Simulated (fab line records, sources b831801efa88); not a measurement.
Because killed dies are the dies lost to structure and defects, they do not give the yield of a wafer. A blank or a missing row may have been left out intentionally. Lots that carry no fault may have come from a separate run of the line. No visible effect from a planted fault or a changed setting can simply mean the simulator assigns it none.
What tool caused it? || flow sky130 || Sampling: 15 lots, 45 wafers, 4 of 708 route steps

## WHAT THE GAUGES SHOWED, per wafer
SKY_FIELD_ISO_THK_MEAS_25.
{"lot": "L563", "measured": "day 2 05:24", "on": "filmMetro-01", "FIELD_ISO_CVD_24_THK (nm)": "600 595 602"}
{"lot": "L564", "measured": "day 2 15:50", "on": "filmMetro-01", "FIELD_ISO_CVD_24_THK (nm)": "586 592 593"}
{"lot": "L565", "measured": "day 2 20:29", "on": "filmMetro-04", "FIELD_ISO_CVD_24_THK (nm)": "597 592 601"}
{"lot": "L566", "measured": "day 3 00:22", "on": "filmMetro-03", "FIELD_ISO_CVD_24_THK (nm)": "596 601 595"}
{"lot": "L567", "measured": "day 3 03:40", "on": "filmMetro-01", "FIELD_ISO_CVD_24_THK (nm)": "594 602 596"}
{"lot": "L568", "measured": "day 3 11:20", "on": "filmMetro-04", "FIELD_ISO_CVD_24_THK (nm)": "592 594 590"}
{"lot": "L569", "measured": "day 3 18:55", "on": "filmMetro-03", "FIELD_ISO_CVD_24_THK (nm)": "601 596 601"}
{"lot": "L572", "measured": "day 4 07:37", "on": "filmMetro-01", "FIELD_ISO_CVD_24_THK (nm)": "595 595 591"}
{"lot": "L576", "measured": "day 5 04:17", "on": "filmMetro-04", "FIELD_ISO_CVD_24_THK (nm)": "589 597 599"}
{"lot": "L577", "measured": "day 5 10:34", "on": "filmMetro-04", "FIELD_ISO_CVD_24_THK (nm)": "597 591 592"}
{"lot": "L579", "measured": "day 5 19:14", "on": "filmMetro-01", "FIELD_ISO_CVD_24_THK (nm)": "593 587 589"}
{"lot": "L580", "measured": "day 6 00:50", "on": "filmMetro-01", "FIELD_ISO_CVD_24_THK (nm)": "588 592 599"}
{"lot": "L581", "measured": "day 6 03:32", "on": "filmMetro-03", "FIELD_ISO_CVD_24_THK (nm)": "589 600 583"}
{"lot": "L583", "measured": "day 6 17:28", "on": "filmMetro-04", "FIELD_ISO_CVD_24_THK (nm)": "591 597 590"}
{"lot": "L586", "measured": "day 7 07:16", "on": "filmMetro-03", "FIELD_ISO_CVD_24_THK (nm)": "586 586 595"}

SKY_DNWELL_TW_MEAS_09.
{"lot": "L563", "measured": "day 3 01:14", "on": "filmMetro-01", "DNWELL_TW": "1115 1115 1116"}
{"lot": "L564", "measured": "day 3 11:43", "on": "filmMetro-04", "DNWELL_TW": "1107 1100 1109"}
{"lot": "L565", "measured": "day 3 16:32", "on": "filmMetro-01", "DNWELL_TW": "1117 1125 1125"}
{"lot": "L566", "measured": "day 3 20:55", "on": "filmMetro-01", "DNWELL_TW": "1125 1130 1129"}
{"lot": "L567", "measured": "day 4 01:28", "on": "filmMetro-04", "DNWELL_TW": "1113 1109 1109"}
{"lot": "L568", "measured": "day 4 18:23", "on": "filmMetro-04", "DNWELL_TW": "1108 1106 1106"}
{"lot": "L569", "measured": "day 4 20:02", "on": "filmMetro-04", "DNWELL_TW": "1116 1116 1110"}
{"lot": "L572", "measured": "day 5 07:57", "on": "filmMetro-01", "DNWELL_TW": "1137 1131 1137"}
{"lot": "L576", "measured": "day 6 03:23", "on": "filmMetro-04", "DNWELL_TW": "1110 1112 1109"}
{"lot": "L577", "measured": "day 6 08:56", "on": "filmMetro-04", "DNWELL_TW": "1121 1119 1115"}
{"lot": "L579", "measured": "day 6 20:32", "on": "filmMetro-01", "DNWELL_TW": "1130 1131 1126"}
{"lot": "L580", "measured": "day 7 01:11", "on": "filmMetro-02", "DNWELL_TW": "1116 1121 1122"}
{"lot": "L581", "measured": "day 7 02:25", "on": "filmMetro-02", "DNWELL_TW": "1118 1122 1113"}
{"lot": "L583", "measured": "day 8 01:31", "on": "filmMetro-01", "DNWELL_TW": "1124 1123 1128"}
{"lot": "L586", "measured": "day 8 14:24", "on": "filmMetro-01", "DNWELL_TW": "1125 1128 1122"}

SKY_LDD_HVP_TW_MEAS_10.
{"lot": "L563", "measured": "day 20 18:55", "on": "filmMetro-01", "LDD_HVP_TW": "462.1 461.0 461.0"}
{"lot": "L564", "measured": "day 21 21:34", "on": "filmMetro-01", "LDD_HVP_TW": "459.0 457.9 456.8"}
{"lot": "L565", "measured": "day 21 23:16", "on": "filmMetro-01", "LDD_HVP_TW": "457.3 454.4 457.0"}
{"lot": "L566", "measured": "day 22 07:16", "on": "filmMetro-03", "LDD_HVP_TW": "30.1 30.0 30.1"}
{"lot": "L567", "measured": "day 23 22:26", "on": "filmMetro-02", "LDD_HVP_TW": "30.1 30.4 30.2"}
{"lot": "L568", "measured": "day 24 04:37", "on": "filmMetro-03", "LDD_HVP_TW": "29.7 30.0 29.9"}
{"lot": "L569", "measured": "day 24 05:22", "on": "filmMetro-02", "LDD_HVP_TW": "458.3 460.3 455.7"}
{"lot": "L572", "measured": "day 24 23:14", "on": "filmMetro-01", "LDD_HVP_TW": "460.2 459.6 462.1"}
{"lot": "L576", "measured": "day 26 03:49", "on": "filmMetro-01", "LDD_HVP_TW": "455.2 459.3 456.2"}
{"lot": "L577", "measured": "day 26 09:28", "on": "filmMetro-03", "LDD_HVP_TW": "452.9 454.4 452.4"}
{"lot": "L579", "measured": "day 27 22:40", "on": "filmMetro-02", "LDD_HVP_TW": "455.5 454.9 457.6"}
{"lot": "L580", "measured": "day 27 23:16", "on": "filmMetro-01", "LDD_HVP_TW": "457.8 460.3 458.6"}
{"lot": "L581", "measured": "day 28 04:43", "on": "filmMetro-01", "LDD_HVP_TW": "461.1 460.7 462.8"}
{"lot": "L583", "measured": "day 29 03:19", "on": "filmMetro-02", "LDD_HVP_TW": "458.5 458.7 460.7"}
{"lot": "L586", "measured": "day 29 17:58", "on": "filmMetro-01", "LDD_HVP_TW": "462.3 463.3 462.1"}

## EACH LOT AND THE TOOL THAT RAN IT (in order: tool; ch and the chambers of the sampled wafers; start)
{"lot": "L563", "SKY_LDD_HVP_IMPLANT_08": "implanter-02 ch 0, day 20 18:40"}
{"lot": "L564", "SKY_LDD_HVP_IMPLANT_08": "implanter-01 ch 0, day 21 21:20"}
{"lot": "L565", "SKY_LDD_HVP_IMPLANT_08": "implanter-02 ch 0, day 21 23:01"}
{"lot": "L566", "SKY_LDD_HVP_IMPLANT_08": "implanter-02, day 22 07:02"}
{"lot": "L567", "SKY_LDD_HVP_IMPLANT_08": "implanter-01, day 23 22:12"}
{"lot": "L568", "SKY_LDD_HVP_IMPLANT_08": "implanter-02, day 24 04:22"}
{"lot": "L569", "SKY_LDD_HVP_IMPLANT_08": "implanter-03 ch 0, day 24 05:07"}
{"lot": "L572", "SKY_LDD_HVP_IMPLANT_08": "implanter-01 ch 0, day 24 23:01"}
{"lot": "L576", "SKY_LDD_HVP_IMPLANT_08": "implanter-02 ch 0, day 26 03:35"}
{"lot": "L577", "SKY_LDD_HVP_IMPLANT_08": "implanter-02 ch 0, day 26 09:13"}
{"lot": "L579", "SKY_LDD_HVP_IMPLANT_08": "implanter-01 ch 0, day 27 22:25"}
{"lot": "L580", "SKY_LDD_HVP_IMPLANT_08": "implanter-02 ch 0, day 27 23:01"}
{"lot": "L581", "SKY_LDD_HVP_IMPLANT_08": "implanter-02 ch 0, day 28 04:28"}
{"lot": "L583", "SKY_LDD_HVP_IMPLANT_08": "implanter-02 ch 0, day 29 03:04"}
{"lot": "L586", "SKY_LDD_HVP_IMPLANT_08": "implanter-02 ch 0, day 29 17:43"}
- SKY_LDD_HVP_IMPLANT_08

## WHAT THE TOOLS THEMSELVES READ (means of the sampled wafers that have a number; where no wafer has one, the mark that the record gives instead)
SKY_LDD_HVP_IMPLANT_08.
{"lot": "L563", "tool": "implanter-02", "beamEnergyKeV": 20.002, "beamOnS (s)": 10.14}
{"lot": "L564", "tool": "implanter-01", "beamEnergyKeV": 20.002, "beamOnS (s)": 9.98}
{"lot": "L565", "tool": "implanter-02", "beamEnergyKeV": 19.999, "beamOnS (s)": 10.14}
{"lot": "L566", "tool": "implanter-02", "beamEnergyKeV": "-", "beamOnS (s)": "-"}
{"lot": "L567", "tool": "implanter-01", "beamEnergyKeV": "-", "beamOnS (s)": "-"}
{"lot": "L568", "tool": "implanter-02", "beamEnergyKeV": "-", "beamOnS (s)": "-"}
{"lot": "L569", "tool": "implanter-03", "beamEnergyKeV": 19.998, "beamOnS (s)": 9.92}
{"lot": "L572", "tool": "implanter-01", "beamEnergyKeV": 20.000, "beamOnS (s)": 9.93}
{"lot": "L576", "tool": "implanter-02", "beamEnergyKeV": 20.000, "beamOnS (s)": 9.82}
{"lot": "L577", "tool": "implanter-02", "beamEnergyKeV": 20.005, "beamOnS (s)": 10.01}
{"lot": "L579", "tool": "implanter-01", "beamEnergyKeV": 20.002, "beamOnS (s)": 9.86}
{"lot": "L580", "tool": "implanter-02", "beamEnergyKeV": 19.989, "beamOnS (s)": 10.04}
{"lot": "L581", "tool": "implanter-02", "beamEnergyKeV": 19.994, "beamOnS (s)": 10.09}
{"lot": "L583", "tool": "implanter-02", "beamEnergyKeV": 20.001, "beamOnS (s)": 10.00}
{"lot": "L586", "tool": "implanter-02", "beamEnergyKeV": 20.000, "beamOnS (s)": 10.17}

## THE ANSWER, worked out from the rows above alone
Rule: what is usual is taken from the lots themselves. Put in order of their means at a reading, lots are off if they are a third of the lots or fewer, leave a main group of 4 or more, and stand apart from it by a gap of 3 or more times the standard deviation of the main group's means; of several such gaps the widest counts. Not used: any main group whose means are identical at the precision the tables above print for the reading. Also off: a lot with no number at a reading for which 4 or more lots have one. All remaining lots with rows at the step are treated as sound. First the gauges in route order, then the tools' own readings, where a lot's mean is used as printed above. The first step at which some lot is off is used, and at that step the reading that is off furthest; a lot without a number counts as furthest.
Off: L566, L567, L568, seen at SKY_LDD_HVP_TW_MEAS_10 (LDD_HVP_TW). For the main group the mean is 458.6 and the standard deviation 2.6.
A tool fits if, at a process step before that reading, it ran every lot that is off, and no sound lot after the first of them. Not tried: the gauges at SKY_LDD_HVP_TW_MEAS_10; whatever is off there is also off at SKY_LDD_HVP_IMPLANT_08, on other tools, and gauge error can't account for it. Not one of the candidates tried fits.

## WHAT HAD BEEN PUT IN BY THE SIMULATOR
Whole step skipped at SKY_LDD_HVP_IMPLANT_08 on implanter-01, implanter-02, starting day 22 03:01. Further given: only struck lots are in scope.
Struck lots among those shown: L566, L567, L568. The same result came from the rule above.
